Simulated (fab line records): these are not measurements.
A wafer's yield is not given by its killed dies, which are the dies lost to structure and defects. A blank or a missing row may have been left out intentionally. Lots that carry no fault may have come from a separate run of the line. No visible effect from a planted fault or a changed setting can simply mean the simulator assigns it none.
Which tool did it? ; flow sky130 ; Sampling: 24 lots, 72 wafers, 2 of 708 route steps

## WHAT THE GAUGES READ, wafer by wafer
SKY_CAPM_OVL_MEAS_12. Usual: for CAPM_OVL the level is -0.3 nm and the standard deviation is 1.5.
lot;measured;on;CAPM_OVL (nm);flag
L074;day 37 19:45;overlay-02;0.4 0.2 1.7;
L075;day 38 05:13;overlay-01;-1.5 0.4 0.5;
L076;day 38 09:19;overlay-01;-1.0 -0.8 -0.9;
L077;day 38 23:57;overlay-02;2.5 -1.0 1.3;
L079;day 39 18:07;overlay-02;-0.7 0.2 -0.4;
L080;day 39 19:15;overlay-02;-1.6 0.6 -0.7;
L078;day 39 19:49;overlay-02;1.9 0.0 -0.8;
L081;day 39 21:40;overlay-01;-0.8 -2.5 -2.2;
L082;day 40 17:06;overlay-01;-0.4 -1.5 -0.7;
L083;day 40 19:33;overlay-02;3.2 -0.1 0.5;
L085;day 41 00:43;overlay-02;-2.2 -1.5 -1.3;
L084;day 41 06:15;overlay-01;-4.2 -1.7 -1.9;
L086;day 41 10:28;overlay-01;-0.7 -1.9 -2.4;
L087;day 41 19:49;overlay-01;-2.3 -0.7 -1.0;
L088;day 42 00:51;overlay-02;-1.2 -0.4 -2.6;
L089;day 42 09:27;overlay-02;2.2 0.0 0.7;
L090;day 42 16:13;overlay-01;-1.3 0.4 -0.5;
L092;day 43 04:46;overlay-01;1.1 0.7 1.7;
L091;day 43 10:30;overlay-02;-2.2 -0.6 -3.3;
L093;day 43 11:36;overlay-01;0.5 1.5 0.3;
L094;day 43 19:28;overlay-02;0.3 -1.0 -0.4;
L096;day 44 02:31;overlay-02;2.1 0.7 1.7;
L095;day 44 07:04;overlay-01;-1.0 0.0 0.3;
L097;day 44 20:00;overlay-01;-2.1 -1.9 -0.9;

SKY_VIA3_RS_MEAS_22: the measuring method here is four-point-probe. Usual: for VIA3_W_RS the level is 0.293 ohm/sq and the standard deviation is 0.0063.
lot;measured;on;VIA3_W_RS (ohm/sq);flag
L074;day 40 01:53;filmMetro-01;0.285 0.295 0.288;
L075;day 40 10:34;filmMetro-03;0.283 0.292 0.280;
L076;day 40 14:37;filmMetro-04;0.303 0.297 0.301;
L077;day 41 04:26;filmMetro-04;0.292 0.290 0.295;
L079;day 41 21:41;filmMetro-03;0.285 0.300 0.301;
L080;day 41 22:36;filmMetro-01;0.299 0.292 0.300;
L078;day 41 23:26;filmMetro-03;0.300 0.296 0.302;
L081;day 42 02:02;filmMetro-01;0.297 0.283 0.294;
L082;day 42 20:35;filmMetro-03;0.283 0.293 0.285;
L083;day 42 22:43;filmMetro-01;0.302 0.301 0.301;
L085;day 43 03:59;filmMetro-03;0.297 0.294 0.296;
L084;day 43 09:47;filmMetro-01;0.290 0.282 0.292;
L086;day 43 14:04;filmMetro-01;0.294 0.292 0.284;
L087;day 43 22:23;filmMetro-01;0.294 0.293 0.286;
L088;day 44 01:50;filmMetro-04;0.284 0.288 0.296;
L089;day 44 11:20;filmMetro-04;0.289 0.294 0.295;
L090;day 44 17:18;filmMetro-04;0.296 0.296 0.297;
L092;day 45 05:34;filmMetro-04;0.288 0.285 0.297;
L091;day 45 11:17;filmMetro-03;0.293 0.285 0.292;
L093;day 45 11:35;filmMetro-04;0.299 0.297 0.301;
L094;day 45 18:59;filmMetro-04;0.283 0.293 0.287;
L096;day 46 02:36;filmMetro-04;0.287 0.289 0.293;
L095;day 46 06:38;filmMetro-04;0.299 0.303 0.301;
L097;day 46 17:14;filmMetro-03;0.302 0.295 0.304;

## TOOL THAT RAN EACH LOT (tool first, then ch and the chambers of the sampled wafers, then the start)
The record shows no process step preceding these readings.

## WHAT THE TOOLS THEMSELVES READ (means of the sampled wafers that have a number; where no wafer has one, the mark that the record gives instead)
The record holds no such reading with a usual standard deviation.

## THE ANSWER, worked out from the rows above alone
Rule: take the mean of a lot's wafers that have a number; if it is more than 3 standard deviations from the usual mean, the lot is off. Also off: a lot with no number at a reading for which 4 or more lots have one. Any other lot the step has rows for is counted as sound. After the gauges, taken in route order, come the tools' own readings; for these a lot's mean is taken, as printed above. At the first step where some lot is off, the reading lying furthest off is the one used; lots without a number count as furthest.
None of the lots is off at any reading shown; this tells nothing.

## WHAT THE SIMULATOR HAD INSERTED
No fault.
